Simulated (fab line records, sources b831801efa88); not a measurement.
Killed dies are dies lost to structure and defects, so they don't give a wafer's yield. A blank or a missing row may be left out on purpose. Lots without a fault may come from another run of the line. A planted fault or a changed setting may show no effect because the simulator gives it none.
fab line records | flow gf180mcu
record lots=5 wafers=15 last_day=33
route steps=602 shown CONTACT@291 M1@315
lots that met no fault: from a run of the same line without faults
start_h: hours from the record's first day to the start of the lot's first wafer shown | wait_h: hours since the lot's step before | " the same as in the row above | L1.1+2: a row that stands for several wafers | - no value, or no start given | * or withheld: withheld | < > ~ a bound
route shown NAME@n: a module of which the file shows steps, and the number in the route of the first | usual: mean/standard deviation of fault-free wafers | same: alike in all rows | chamber/n: place in a boat | sites: the reading at each site | _std_site: their standard deviation | _edge_site: outer sites' mean less inner sites' | radius_mm: how far each site lies from the wafer's centre | mask NAME#n: copy n | behind: the tool/chamber that last shaped the wafer | hold: why the lot was held/for how many hours/how that ended | device: the transistor (n, p or np) that didn't switch | end of line: the same wafers' tests at the end of the route | a step without rows: its recipe alone | killed: dies lost to structure and defects at the first sort, not the wafer's yield | map: a wafer's dies, x killed, . not, _ none there
set.NAME: the setting as run; set.NAME@STEP: as run at that earlier step | model.NAME: the simulator's own value behind a step, which no gauge read
lots at some steps of the route; a table a step, a row a wafer
services: from which hour (start_h, from the record's first day; less than 0 if before it) a tool's chamber was out of use, for how many hours, and why
## steps
# step GF_CONTACT_CMP_04
# recipe material=SiO2 down_force_psi=4 platen_rpm=60 pad_velocity_m_s=0.94248
# usual motor_current_A=11.8/0.9 time_to_endpoint_s=110/7.8
# columns lot.wafer tool chamber start_h wait_h motor_current_A time_to_endpoint_s
L074.2 cmp-01 3 339.56 0.0 11.7 108
L074.4 " 1 " " 11.3 110
L074.6 " 3 " " 12.0 116
L082.1 cmp-01 3 402.42 0.1 11.7 102
L082.2 " 0 " " 10.1 103
L082.5 " 3 " " 11.6 113
L083.1 cmp-02 3 416.31 0.1 12.1 104
L083.4 " 0 " " 12.2 106
L083.6 " 2 " " 11.8 106
L085.1 cmp-01 2 446.03 0.2 12.7 114
L085.5 " 3 " " 12.1 109
L085.6 " 0 " " 10.5 97
L094.1 cmp-02 0 508.80 0.1 12.8 106
L094.5 " 0 " " 12.2 108
L094.6 " 1 " " 11.3 115
# step GF_CONTACT_BOW_MEAS_05
# recipe mode=bow
# usual CONTACT_BOW=66/6.6
# columns lot.wafer tool chamber start_h wait_h CONTACT_BOW[um]
L074.2 film_metro-03 - 339.88 0.3 68
L074.4 " - " " 67
L074.6 " - " " 73
L082.1 film_metro-04 - 402.72 0.2 70
L082.2 " - " " 66
L082.5 " - " " 66
L083.1 film_metro-01 - 416.56 0.2 70
L083.4 " - " " 78
L083.6 " - " " 74
L085.1 film_metro-01 - 446.18 0.1 83
L085.5 " - " " 69
L085.6 " - " " 75
L094.1 film_metro-04 - 509.10 0.2 64
L094.5 " - " " 66
L094.6 " - " " 69
# step GF_CONTACT_DEHYDRATE_06
# recipe temp_c=200 time_s=60
# same time_s=60
# columns lot.wafer tool chamber start_h wait_h
L074.2+4+6 litho_track-02 0 350.40 10.5
L082.1+2+5 litho_track-02 0 414.23 11.5
L083.1+4+6 litho_track-04 0 427.84 11.3
L085.1+5+6 litho_track-01 0 457.70 11.5
L094.1+5+6 litho_track-04 0 520.28 11.2
# step GF_CONTACT_HMDS_07
# recipe prime_time_s=60 prime_temp_c=120
# columns lot.wafer tool chamber start_h wait_h
L074.2+4+6 litho_track-02 0 350.55 0.1
L082.1+2+5 litho_track-02 0 414.38 0.1
L083.1+4+6 litho_track-04 0 427.99 0.1
L085.1+5+6 litho_track-01 0 457.85 0.1
L094.1+5+6 litho_track-04 0 520.43 0.1
# step GF_CONTACT_COAT_08
# recipe resist=BARC temp_c=withheld time_s=withheld spin_rpm=withheld resist_thk_nm=withheld
# columns lot.wafer tool chamber start_h wait_h
L074.2+4+6 litho_track-02 0 350.70 0.1
L082.1+2+5 litho_track-02 0 414.53 0.1
L083.1+4+6 litho_track-04 0 428.14 0.1
L085.1+5+6 litho_track-01 0 458.00 0.1
L094.1+5+6 litho_track-04 0 520.58 0.1
# step GF_CONTACT_COAT_09
# recipe resist=KrF spin_rpm=withheld resist_thk_nm=1000
# columns lot.wafer tool chamber start_h wait_h
L074.2+4+6 litho_track-02 0 - -
L082.1+2+5 litho_track-02 0 - -
L083.1+4+6 litho_track-04 0 - -
L085.1+5+6 litho_track-01 0 - -
L094.1+5+6 litho_track-04 0 - -
# step GF_CONTACT_SOFTBAKE_10
# recipe temp_c=130 time_s=60 resist=KrF
# same time_s=60
# columns lot.wafer tool chamber start_h wait_h
L074.2+4+6 litho_track-02 0 - -
L082.1+2+5 litho_track-02 0 - -
L083.1+4+6 litho_track-04 0 - -
L085.1+5+6 litho_track-01 0 - -
L094.1+5+6 litho_track-04 0 - -
# step GF_CONTACT_EXPOSE_11
# recipe mask_id=Contact target_cd_nm=220 na=0.68 source_shape=conventional sigma_outer=0.6 dose_mj=38
# columns lot.wafer tool chamber start_h wait_h mask
L074.2+4+6 krf_scanner-01 0 - - Contact#0
L082.1+2+5 krf_scanner-01 0 - - Contact#0
L083.1+4+6 krf_scanner-02 0 - - Contact#0
L085.1+5+6 krf_scanner-02 0 - - Contact#0
L094.1+5+6 krf_scanner-01 0 - - Contact#0
# step GF_CONTACT_PEB_12
# recipe peb_temp_c=135 peb_time_s=90 resist=KrF
# columns lot.wafer tool chamber start_h wait_h
L074.2+4+6 litho_track-02 0 - -
L082.1+2+5 litho_track-01 0 - -
L083.1+4+6 litho_track-01 0 - -
L085.1+5+6 litho_track-01 0 - -
L094.1+5+6 litho_track-01 0 - -
# step GF_CONTACT_DEVELOP_13
# recipe develop_time_s=60 resist=KrF dev_temp_c=21
# columns lot.wafer tool chamber start_h wait_h
L074.2+4+6 litho_track-02 0 362.10 0.2
L082.1+2+5 litho_track-01 0 426.45 0.2
L083.1+4+6 litho_track-01 0 440.85 0.2
L085.1+5+6 litho_track-01 0 470.75 0.2
L094.1+5+6 litho_track-01 0 532.00 0.2
# step GF_CONTACT_CD_MEAS_14
# recipe target_cd_nm=220
# usual cd_nm=220.1/1.5
# columns lot.wafer tool chamber start_h wait_h cd_nm
L074.2 cd_sem-02 - 362.25 0.1 220.6
L074.4 " - " " 220.9
L074.6 " - " " 220.7
L082.1 cd_sem-02 - 426.60 0.1 219.4
L082.2 " - " " 218.4
L082.5 " - " " 219.9
L083.1 cd_sem-02 - 441.00 0.1 219.9
L083.4 " - " " 221.2
L083.6 " - " " 217.7
L085.1 cd_sem-01 - 470.90 0.1 221.9
L085.5 " - " " 221.8
L085.6 " - " " 222.2
L094.1 cd_sem-02 - 532.15 0.1 220.4
L094.5 " - " " 220.2
L094.6 " - " " 220.6
# step GF_CONTACT_OVL_MEAS_15
# usual CONTACT_OVL=3/5.6
# columns lot.wafer tool chamber start_h wait_h CONTACT_OVL[nm]
L074.2 overlay-01 - 362.35 0.1 4
L074.4 " - " " 7
L074.6 " - " " 9
L082.1 overlay-02 - 426.72 0.1 3
L082.2 " - " " -3
L082.5 " - " " 8
L083.1 overlay-01 - 441.12 0.1 6
L083.4 " - " " 10
L083.6 " - " " 11
L085.1 overlay-01 - 471.02 0.1 15
L085.5 " - " " 15
L085.6 " - " " 14
L094.1 overlay-02 - 532.27 0.1 -9
L094.5 " - " " -7
L094.6 " - " " -2
# step GF_CONTACT_ETCH_16
# recipe chemistry=N2/H2 target_depth_a=withheld overetch_a=withheld time_s=withheld target=BARC ion_energy_ev=200 source_w=500 bias_w=100 pressure_mtorr=30 n2_flow_sccm=100 h2_flow_sccm=200
# usual drypump_motor_current_A=5.7/0.51 oes_product_au=0.855/0.0053 throttle_valve_pct=13.224/0.01
# columns lot.wafer tool chamber start_h wait_h drypump_motor_current_A oes_product_au throttle_valve_pct
L074.2 rie_diel-04 1 362.38 0.0 5.6 0.859 13.221
L074.4 " 3 " " 5.7 0.856 13.225
L074.6 " 1 " " 5.6 0.850 13.200
L082.1 rie_diel-02 1 426.76 0.0 5.5 0.848 13.227
L082.2 " 0 " " 4.9 0.849 13.204
L082.5 " 0 " " 4.9 0.868 13.217
L083.1 rie_diel-04 1 441.16 0.0 5.6 0.856 13.218
L083.4 " 2 " " 5.7 0.846 13.212
L083.6 " 3 " " 5.7 0.859 13.217
L085.1 rie_diel-01 0 471.06 0.0 5.4 0.844 13.223
L085.5 " 3 " " 6.5 0.851 13.228
L085.6 " 0 " " 5.4 0.864 13.226
L094.1 rie_diel-01 2 532.31 0.0 6.4 0.852 13.216
L094.5 " 0 " " 5.4 0.849 13.216
L094.6 " 1 " " 5.4 0.857 13.215
# step GF_CONTACT_ETCH_17
# recipe chemistry=C4F8/O2/Ar mask_material=KrF target=SiO2 stop_on=CoSi2 source_w=1500 bias_w=1200 pressure_mtorr=40 c4f8_flow_sccm=withheld O2_flow_sccm=6 Ar_flow_sccm=300 time_s=withheld target_depth_a=8600
# usual oes_product_au=0.814/0.0048
# columns lot.wafer tool chamber start_h wait_h oes_product_au
L074.2 rie_diel-04 1 - - 0.813
L074.4 " 3 " " 0.813
L074.6 " 1 " " 0.812
L082.1 rie_diel-02 1 - - 0.813
L082.2 " 0 " " 0.811
L082.5 " 0 " " 0.812
L083.1 rie_diel-04 1 - - 0.815
L083.4 " 2 " " 0.813
L083.6 " 3 " " 0.810
L085.1 rie_diel-01 0 - - 0.813
L085.5 " 3 " " 0.816
L085.6 " 0 " " 0.815
L094.1 rie_diel-01 2 - - 0.809
L094.5 " 0 " " 0.806
L094.6 " 1 " " 0.809
# step GF_CONTACT_STRIP_18
# recipe chemistry=O2/N2 power_w=1400 pressure_mtorr=1500 platen_temp_c=250 o2_flow_sccm=3000 n2_flow_sccm=300 overash_fraction=0.5
# usual drypump_motor_current_A=5.7/0.38 heater_power_w=330/21 oes_product_au=0.580/0.0051
# same overash_fraction=0.5
# columns lot.wafer tool chamber start_h wait_h drypump_motor_current_A heater_power_w oes_product_au rf_hours_counter_h
L074.2 plasma_asher-02 0 362.55 - 5.3 334 0.576 27
L074.4 " 0 " " 5.3 331 0.577 -
L074.6 " 1 " " 5.7 353 0.582 -
L082.1 plasma_asher-04 1 426.92 - 6.1 337 0.588 71
L082.2 " 0 " " 5.3 318 0.588 71
L082.5 " 1 " " 6.1 340 0.593 -
L083.1 plasma_asher-04 0 441.32 - 5.3 315 0.569 72
L083.4 " 1 " " 6.1 346 0.583 -
L083.6 " 1 " " 6.1 346 0.581 -
L085.1 plasma_asher-03 0 471.22 - 5.5 286 0.581 4
L085.5 " 0 " " 5.5 273 0.579 -
L085.6 " 1 " " 6.4 337 0.575 -
L094.1 plasma_asher-02 1 532.47 - 5.7 357 0.583 46
L094.5 " 0 " " 5.4 330 0.585 -
L094.6 " 1 " " 5.7 361 0.580 -
# step GF_CONTACT_CLEAN_19
# recipe chemistry=SPM
# columns lot.wafer tool chamber start_h wait_h
L074.2+4+6 wet_bench-04 0 362.65 0.1
L082.1+2+5 wet_bench-03 2 427.02 0.1
L083.1+4+6 wet_bench-03 2 441.42 0.1
L085.1+5+6 wet_bench-02 2 471.32 0.1
L094.1+5+6 wet_bench-03 0 532.57 0.1
# step GF_CONTACT_CLEAN_20
# recipe chemistry=DIW
# columns lot.wafer tool chamber start_h wait_h
L074.2+4+6 wet_bench-03 1 362.75 0.0
L082.1+2+5 wet_bench-02 3 427.12 0.0
L083.1+4+6 wet_bench-04 2 441.52 0.0
L085.1+5+6 wet_bench-03 2 471.42 0.0
L094.1+5+6 wet_bench-04 2 532.66 0.0
# step GF_CONTACT_CLEAN_21
# recipe chemistry=dHF time_s=20 dilution=100:1 dry=ipa_marangoni
# same time_s=20
# columns lot.wafer tool chamber start_h wait_h
L074.2+4+6 wet_bench-04 2 362.84 0.0
L082.1+2+5 wet_bench-04 0 427.22 0.0
L083.1+4+6 wet_bench-02 1 441.62 0.0
L085.1+5+6 wet_bench-04 0 471.51 0.0
L094.1+5+6 wet_bench-02 3 532.76 0.0
# step GF_CONTACT_SPUTTER_22
# recipe material=Ti target_thk_nm=15 chamber_pressure_pa=5.131 power_w=2500 substrate_temp_c=200 time_s=80.02
# usual throttle_valve_pct=30.2/1.1
# same time_s=80.02
# columns lot.wafer tool chamber start_h wait_h throttle_valve_pct
L074.2 pvd_sputter-02 - 362.85 0.0 30.3
L074.4 " - " " 30.7
L074.6 " - " " 32.0
L082.1 pvd_sputter-04 - 427.24 0.0 29.6
L082.2 " - " " 31.2
L082.5 " - " " 28.7
L083.1 pvd_sputter-02 - 441.64 0.0 31.7
L083.4 " - " " 29.2
L083.6 " - " " 31.0
L085.1 pvd_sputter-04 - 471.53 0.0 30.1
L085.5 " - " " 31.3
L085.6 " - " " 30.2
L094.1 pvd_sputter-02 - 532.78 0.0 30.8
L094.5 " - " " 31.6
L094.6 " - " " 30.3
# step GF_CONTACT_SPUTTER_23
# recipe material=TiN target_thk_nm=10 chamber_pressure_pa=5 power_w=4000 time_s=40
# usual throttle_valve_pct=30.2/1.1
# same time_s=40
# columns lot.wafer tool chamber start_h wait_h throttle_valve_pct
L074.2 pvd_sputter-02 - 362.92 0.0 30.6
L074.4 " - " " 30.8
L074.6 " - " " 31.7
L082.1 pvd_sputter-04 - 427.30 0.0 30.1
L082.2 " - " " 31.3
L082.5 " - " " 28.8
L083.1 pvd_sputter-02 - 441.70 0.0 31.8
L083.4 " - " " 29.3
L083.6 " - " " 30.9
L085.1 pvd_sputter-04 - 471.59 0.0 29.8
L085.5 " - " " 30.9
L085.6 " - " " 29.9
L094.1 pvd_sputter-02 - 532.84 0.0 30.8
L094.5 " - " " 31.9
L094.6 " - " " 30.2
# step GF_CONTACT_CVD_24
# recipe material=W target_thk_nm=300 time_s=90.339 temp_c=400 pressure_torr=40
# usual chamber_pressure_Torr=40.00/0.1 heater_power_w=898/58
# same time_s=90.339
# columns lot.wafer tool chamber start_h wait_h chamber_pressure_Torr heater_power_w
L074.2 cvd_w-02 0 362.95 0.0 40.11 1029
L074.4 " 1 " " 40.07 868
L074.6 " 1 " " 40.10 853
L082.1 cvd_w-02 0 427.34 0.0 39.90 971
L082.2 " 1 " " 40.18 831
L082.5 " 1 " " 40.05 835
L083.1 cvd_w-01 1 441.74 0.0 40.01 924
L083.4 " 1 " " 40.02 903
L083.6 " 0 " " 40.01 855
L085.1 cvd_w-02 1 471.63 0.0 39.78 847
L085.5 " 0 " " 39.87 988
L085.6 " 1 " " 39.83 828
L094.1 cvd_w-02 1 532.88 0.0 39.86 856
L094.5 " 1 " " 39.97 857
L094.6 " 0 " " 39.85 962
# step GF_CONTACT_RS_MEAS_25
# recipe thk_meas_gauge=four-point-probe reads=W_of_CONTACT_CVD_24+TiN_of_CONTACT_SPUTTER_23+Ti_of_CONTACT_SPUTTER_22
# usual CONTACT_W_RS=0.385/0.0049
# columns lot.wafer tool chamber start_h wait_h CONTACT_W_RS[ohm/sq]
L074.2 film_metro-01 - 363.07 0.1 0.386
L074.4 " - " " 0.386
L074.6 " - " " 0.379
L082.1 film_metro-03 - 427.44 0.1 0.396
L082.2 " - " " 0.392
L082.5 " - " " 0.390
L083.1 film_metro-03 - 441.84 0.1 0.378
L083.4 " - " " 0.382
L083.6 " - " " 0.377
L085.1 film_metro-04 - 471.73 0.1 0.384
L085.5 " - " " 0.390
L085.6 " - " " 0.389
L094.1 film_metro-04 - 532.98 0.1 0.383
L094.5 " - " " 0.382
L094.6 " - " " 0.384
# step GF_CONTACT_THK_MEAS_26
# recipe thk_meas_gauge=xrf reads=W_of_CONTACT_CVD_24
# usual CONTACT_W_THK=307/5.7
# columns lot.wafer tool chamber start_h wait_h CONTACT_W_THK[nm]
L074.2 film_metro-01 - 363.18 0.1 303
L074.4 " - " " 303
L074.6 " - " " 309
L082.1 film_metro-03 - 427.56 0.1 297
L082.2 " - " " 302
L082.5 " - " " 305
L083.1 film_metro-03 - 441.96 0.1 310
L083.4 " - " " 307
L083.6 " - " " 312
L085.1 film_metro-04 - 471.85 0.1 313
L085.5 " - " " 309
L085.6 " - " " 307
L094.1 film_metro-04 - 533.10 0.1 311
L094.5 " - " " 311
L094.6 " - " " 312
# step GF_CONTACT_CMP_27
# recipe stop_on=SiO2 down_force_psi=3.5 platen_rpm=60 t_overpolish_s=15 target_thk_nm=0 pad_velocity_m_s=0.94248
# usual motor_current_A=10.9/0.84 overpolish_run_s=14.999/0.0076 time_to_endpoint_s=72/5.4
# columns lot.wafer tool chamber start_h wait_h motor_current_A overpolish_run_s time_to_endpoint_s
L074.2 cmp-02 2 363.23 0.0 11.5 15.000 73
L074.4 " 0 " " 12.1 15.003 72
L074.6 " 3 " " 11.4 14.993 74
L082.2 cmp-01 1 427.67 0.1 11.2 14.995 64
L082.1 " 2 " " 12.1 14.999 78
L082.5 " 0 " " 9.4 14.989 62
L083.4 cmp-01 1 442.02 0.0 10.4 14.994 62
L083.1 " 2 " " 12.3 15.010 78
L083.6 " 1 " " 11.0 15.004 62
L085.1 cmp-02 2 471.96 0.1 11.3 14.994 72
L085.6 " 1 " " 10.0 14.990 77
L085.5 " 2 " " 10.8 15.011 75
L094.1 cmp-02 1 533.21 0.1 10.5 14.994 77
L094.5 " 0 " " 10.9 15.009 73
L094.6 " 1 " " 10.4 15.007 78
# step GF_M1_SPUTTER_00
# recipe material=Ti target_thk_nm=37.5 arriving_ion_energy_ev=80 substrate_temp_c=200 chamber_pressure_pa=1.904 power_w=4000 time_s=150
# usual throttle_valve_pct=30.1/1.3
# same time_s=150
# columns lot.wafer tool chamber start_h wait_h throttle_valve_pct
L074.2 pvd_sputter-01 - 363.53 0.2 30.3
L074.4 " - " " 27.3
L074.6 " - " " 28.6
L082.1 pvd_sputter-01 - 427.92 0.1 27.5
L082.2 " - " " 30.6
L082.5 " - " " 29.9
L083.1 pvd_sputter-03 - 442.32 0.2 30.1
L083.4 " - " " 32.2
L083.6 " - " " 29.9
L085.1 pvd_sputter-03 - 472.21 0.2 32.1
L085.5 " - " " 29.8
L085.6 " - " " 28.8
L094.1 pvd_sputter-02 - 533.46 0.2 30.9
L094.5 " - " " 31.7
L094.6 " - " " 29.0
# step GF_M1_SPUTTER_01
# recipe material=TiN target_thk_nm=30 power_w=6500 time_s=25 chamber_pressure_pa=0.4
# usual throttle_valve_pct=30.1/1.3
# same time_s=25
# columns lot.wafer tool chamber start_h wait_h throttle_valve_pct
L074.2 pvd_sputter-01 - 363.63 0.1 30.6
L074.4 " - " " 27.5
L074.6 " - " " 28.8
L082.1 pvd_sputter-01 - 428.02 0.1 27.3
L082.2 " - " " 30.4
L082.5 " - " " 29.6
L083.1 pvd_sputter-03 - 442.42 0.1 29.9
L083.4 " - " " 32.5
L083.6 " - " " 30.1
L085.1 pvd_sputter-03 - 472.31 0.1 32.3
L085.5 " - " " 29.9
L085.6 " - " " 28.6
L094.1 pvd_sputter-02 - 533.56 0.1 31.1
L094.5 " - " " 32.0
L094.6 " - " " 28.9
# step GF_M1_SPUTTER_02
# recipe material=AlCu target_thk_nm=450 power_w=10600 time_s=23.9 chamber_pressure_pa=0.4
# usual throttle_valve_pct=30.1/1.3
# same time_s=23.9
# columns lot.wafer tool chamber start_h wait_h throttle_valve_pct
L074.2 pvd_sputter-01 - 363.67 0.0 30.2
L074.4 " - " " 27.4
L074.6 " - " " 29.0
L082.1 pvd_sputter-01 - 428.05 0.0 27.3
L082.2 " - " " 30.4
L082.5 " - " " 29.8
L083.1 pvd_sputter-03 - 442.45 0.0 30.1
L083.4 " - " " 32.1
L083.6 " - " " 29.9
L085.1 pvd_sputter-03 - 472.34 0.0 32.2
L085.5 " - " " 29.9
L085.6 " - " " 28.6
L094.1 pvd_sputter-02 - 533.59 0.0 31.2
L094.5 " - " " 32.0
L094.6 " - " " 29.0
# step GF_M1_SPUTTER_03
# recipe material=Ti target_thk_nm=10 substrate_temp_c=300 chamber_pressure_pa=0.3 power_w=3000 time_s=6.7
# usual throttle_valve_pct=30.1/1.3
# same time_s=6.7
# columns lot.wafer tool chamber start_h wait_h throttle_valve_pct
L074.2 pvd_sputter-01 - 363.70 0.0 30.2
L074.4 " - " " 27.6
L074.6 " - " " 29.1
L082.1 pvd_sputter-01 - 428.08 0.0 27.6
L082.2 " - " " 30.3
L082.5 " - " " 29.8
L083.1 pvd_sputter-03 - 442.48 0.0 29.8
L083.4 " - " " 32.5
L083.6 " - " " 29.8
L085.1 pvd_sputter-03 - 472.37 0.0 32.3
L085.5 " - " " 29.9
L085.6 " - " " 28.5
L094.1 pvd_sputter-02 - 533.62 0.0 30.8
L094.5 " - " " 32.0
L094.6 " - " " 29.1
# step GF_M1_SPUTTER_04
# recipe material=TiN target_thk_nm=50 power_w=6500 time_s=41.7 chamber_pressure_pa=0.4
# usual throttle_valve_pct=30.1/1.3
# same time_s=41.7
# columns lot.wafer tool chamber start_h wait_h throttle_valve_pct
L074.2 pvd_sputter-01 - 363.72 0.0 30.7
L074.4 " - " " 27.4
L074.6 " - " " 28.9
L082.1 pvd_sputter-01 - 428.10 0.0 27.6
L082.2 " - " " 30.5
L082.5 " - " " 29.7
L083.1 pvd_sputter-03 - 442.50 0.0 30.0
L083.4 " - " " 32.3
L083.6 " - " " 30.0
L085.1 pvd_sputter-03 - 472.39 0.0 32.3
L085.5 " - " " 30.2
L085.6 " - " " 28.4
L094.1 pvd_sputter-02 - 533.64 0.0 31.1
L094.5 " - " " 31.6
L094.6 " - " " 29.2
# step GF_M1_RS_MEAS_05
# recipe thk_meas_gauge=four-point-probe reads=TiN_of_M1_SPUTTER_04+Ti_of_M1_SPUTTER_03+AlCu_of_M1_SPUTTER_02+TiN_of_M1_SPUTTER_01+Ti_of_M1_SPUTTER_00
# usual M1_ALCU_RS=0.0694/0.00085
# columns lot.wafer tool chamber start_h wait_h M1_ALCU_RS[ohm/sq]
L074.2 film_metro-02 - 363.78 0.0 0.0695
L074.4 " - " " 0.0703
L074.6 " - " " 0.0702
L082.1 film_metro-02 - 428.14 0.0 0.0699
L082.2 " - " " 0.0699
L082.5 " - " " 0.0693
L083.1 film_metro-02 - 442.54 0.0 0.0708
L083.4 " - " " 0.0691
L083.6 " - " " 0.0705
L085.1 film_metro-04 - 472.43 0.0 0.0691
L085.5 " - " " 0.0699
L085.6 " - " " 0.0689
L094.1 film_metro-02 - 533.68 0.0 0.0677
L094.5 " - " " 0.0688
L094.6 " - " " 0.0684
# step GF_M1_THK_MEAS_06
# recipe thk_meas_gauge=xrf reads=AlCu_of_M1_SPUTTER_02
# usual M1_ALCU_THK=448/6
# columns lot.wafer tool chamber start_h wait_h M1_ALCU_THK[nm]
L074.2 film_metro-02 - 363.89 0.1 449
L074.4 " - " " 443
L074.6 " - " " 443
L082.1 film_metro-02 - 428.26 0.1 445
L082.2 " - " " 448
L082.5 " - " " 449
L083.1 film_metro-02 - 442.66 0.1 435
L083.4 " - " " 449
L083.6 " - " " 438
L085.1 film_metro-04 - 472.55 0.1 446
L085.5 " - " " 439
L085.6 " - " " 446
L094.1 film_metro-02 - 533.80 0.1 457
L094.5 " - " " 450
L094.6 " - " " 453
# step GF_M1_DEHYDRATE_07
# recipe temp_c=200 time_s=60
# same time_s=60
# columns lot.wafer tool chamber start_h wait_h
L074.2+4+6 litho_track-04 0 374.71 10.8
L082.1+2+5 litho_track-04 0 439.79 11.5
L083.1+4+6 litho_track-04 0 453.94 11.3
L085.1+5+6 litho_track-01 0 483.45 10.9
L094.1+5+6 litho_track-01 0 544.45 10.6
## services
# columns tool chamber start_h hours kind
cvd_w-02 1 328.50 8.0 repair
cmp-01 - 342.65 2.0 repair
rie_diel-04 2 351.80 3.2 repair
rie_diel-04 0 354.47 18.6 repair
cmp-02 - 367.41 1.8 repair
pvd_sputter-01 - 372.07 4.0 repair
rie_diel-01 - 376.73 2.8 pm
cvd_w-02 0 381.45 10.5 repair
cmp-01 - 382.30 5.3 pm
cvd_w-02 - 390.00 14.0 pm
rie_diel-04 - 395.45 14.6 pm
cmp-02 - 398.89 1.1 repair
cmp-02 - 404.00 4.0 pm
wet_bench-04 - 412.57 3.0 repair
rie_diel-01 1 413.71 3.0 repair
cmp-02 - 414.01 1.9 repair
cmp-02 - 423.67 1.3 repair
pvd_sputter-03 - 426.13 11.6 repair
pvd_sputter-02 - 427.86 6.2 repair
cmp-02 - 431.22 4.4 repair
cmp-01 - 457.42 8.9 repair
wet_bench-03 - 474.75 2.5 repair
cmp-02 - 506.63 1.8 repair
wet_bench-04 - 538.36 2.2 repair
## key
fault none
